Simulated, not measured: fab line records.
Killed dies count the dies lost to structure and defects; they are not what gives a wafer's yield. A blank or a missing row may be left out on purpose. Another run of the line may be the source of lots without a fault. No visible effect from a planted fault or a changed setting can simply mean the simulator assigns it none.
A struck lot beside a sound one + flow sky130 + 34 steps out of a route of 708
Sound: these wafers, L190.1, L190.3, L190.5. Struck: wafers L194.3, L194.5, L194.6. The cause is given at the end.
For every step that has rows: the tool of each side, followed by ch and its chambers, followed by its first start. Under that, the readings that differ: sound wafers + struck wafers + difference of the means + sigmas: that difference in standard deviations of wafers without a fault.
alike: a reading whose means differ by less than 2 such deviations, as well as words and numbers matching on both sides. not compared: withheld readings; readings where some wafer has no value; bounds like >300 that might hide an equal value; numbers whose values overlap and for which the record gives no deviation.
Wherever a step has rows on one side only, a row that says differs or no value, or a row with sigmas, the two part there. Numbers that don't overlap but have no deviation are shown without sigmas and don't part them. Lack of a reading on every wafer of one side parts them only where that side has two or more wafers.

first, 10 steps without rows for these wafers: SKY_POLY_CUT_ETCH_10 (etches BARC in N2/H2, stops on SiO2, time 45.9 s, target depth 60 nm); SKY_POLY_CUT_ETCH_11 (etches Si3N4 in CF4/CH2F2/Ar, stops on poly-Si, time 42.5 s, target depth 60 nm); SKY_POLY_CUT_STRIP_12 (strips in O2/N2); SKY_SD_P_DEHYDRATE_00 (time 60 s); SKY_SD_P_HMDS_01 (prime time 60 s); SKY_SD_P_COAT_02 (resist thk 1140 nm); SKY_SD_P_SOFTBAKE_03 (time 60 s); SKY_SD_P_EXPOSE_04 (exposes mask PSDM, target cd 380 nm); SKY_SD_P_PEB_05; SKY_SD_P_DEVELOP_06 (develop time 60 s).
SKY_SD_P_IMPLANT_09:
  sound on implanter-04 ch 0, day 30 00:51; struck on implanter-04 ch 0, day 31 08:40
| reading                  | sound             | struck            | difference | sigmas |
|--------------------------|-------------------|-------------------|------------|--------|
| implantIonAmu            | 49 49 49          | 11 11 11          | -38        |        |
| model.implant.rpNm (nm)  | 17.82 17.82 17.82 | 68.82 68.82 68.82 | +51.00     |        |
| model.implant.drpNm (nm) | 9.746 9.746 9.746 | 28.3 28.3 28.3    | +18.6      |        |
SKY_SD_P_STRIP_10: strips in O2/N2.
  sound on plasmaAsher-03 ch 0, day 30 01:00; struck on plasmaAsher-02 ch 0,1, day 31 08:48
| reading                  | sound             | struck            | difference | sigmas |
|--------------------------|-------------------|-------------------|------------|--------|
| oesProductAu (a.u.)      | 0.620 0.616 0.618 | 0.603 0.605 0.602 | -0.015     | -4     |
| stripTimeToEndpointS (s) | 17.48 17.49 17.52 | 18.16 18.11 18.16 | +0.65      | +18    |
  alike: drypumpMotorCurrentA
  not compared: rfHoursCounterH
SKY_SD_P_TW_MEAS_11:
  sound on filmMetro-01 at day 30 01:06; struck on filmMetro-04 at day 31 09:14
| reading | sound          | struck         | difference | sigmas |
|---------|----------------|----------------|------------|--------|
| SD_P_TW | 2926 2917 2943 | 2083 2085 2084 | -845       | -20    |
  not compared: hold
then, 20 steps without rows for these wafers: SKY_RES_XHIGH_HMDS_01 (prime time 60 s); SKY_RES_XHIGH_COAT_02 (resist thk 1140 nm); SKY_RES_XHIGH_SOFTBAKE_03 (time 60 s); SKY_RES_XHIGH_EXPOSE_04 (exposes mask URPM, target cd 1270 nm); SKY_RES_XHIGH_PEB_05; SKY_RES_XHIGH_DEVELOP_06 (develop time 60 s); SKY_RES_XHIGH_IMPLANT_07; SKY_RES_XHIGH_STRIP_08 (strips in O2/N2); SKY_SD_N_DEHYDRATE_00 (time 60 s); SKY_SD_N_HMDS_01 (prime time 60 s); SKY_SD_N_COAT_02 (resist thk 1140 nm); SKY_SD_N_SOFTBAKE_03 (time 60 s); SKY_SD_N_EXPOSE_04 (exposes mask NSDM, target cd 380 nm); SKY_SD_N_PEB_05; SKY_SD_N_DEVELOP_06 (develop time 60 s); SKY_SD_N_IMPLANT_09; SKY_SD_N_IMPLANT_10; SKY_SD_N_STRIP_11 (strips in O2/N2); SKY_SD_N_CLEAN_13 (cleans in SC1/SC2, time 150 s); SKY_SD_N_RTA_14 (time 2 s).
-- the record jumps here: 2 days lie between the struck wafers' starts before and after --
SKY_SD_N_RS_MEAS_17: measurement is done with a four-point probe.
  sound on filmMetro-02 at day 32 09:38; struck on filmMetro-04 at day 33 15:08
| reading          | sound             | struck         | difference | sigmas      |
|------------------|-------------------|----------------|------------|-------------|
| SD_P_RS (ohm/sq) | 148.1 146.9 147.0 | 52.0 52.1 52.0 | -95.3      | -99 or more |
  not compared: hold

== WHERE THEY PART ==
First at SKY_SD_P_STRIP_10; last, within this record, at SKY_SD_N_RS_MEAS_17.

WHY: the cause the simulator had injected
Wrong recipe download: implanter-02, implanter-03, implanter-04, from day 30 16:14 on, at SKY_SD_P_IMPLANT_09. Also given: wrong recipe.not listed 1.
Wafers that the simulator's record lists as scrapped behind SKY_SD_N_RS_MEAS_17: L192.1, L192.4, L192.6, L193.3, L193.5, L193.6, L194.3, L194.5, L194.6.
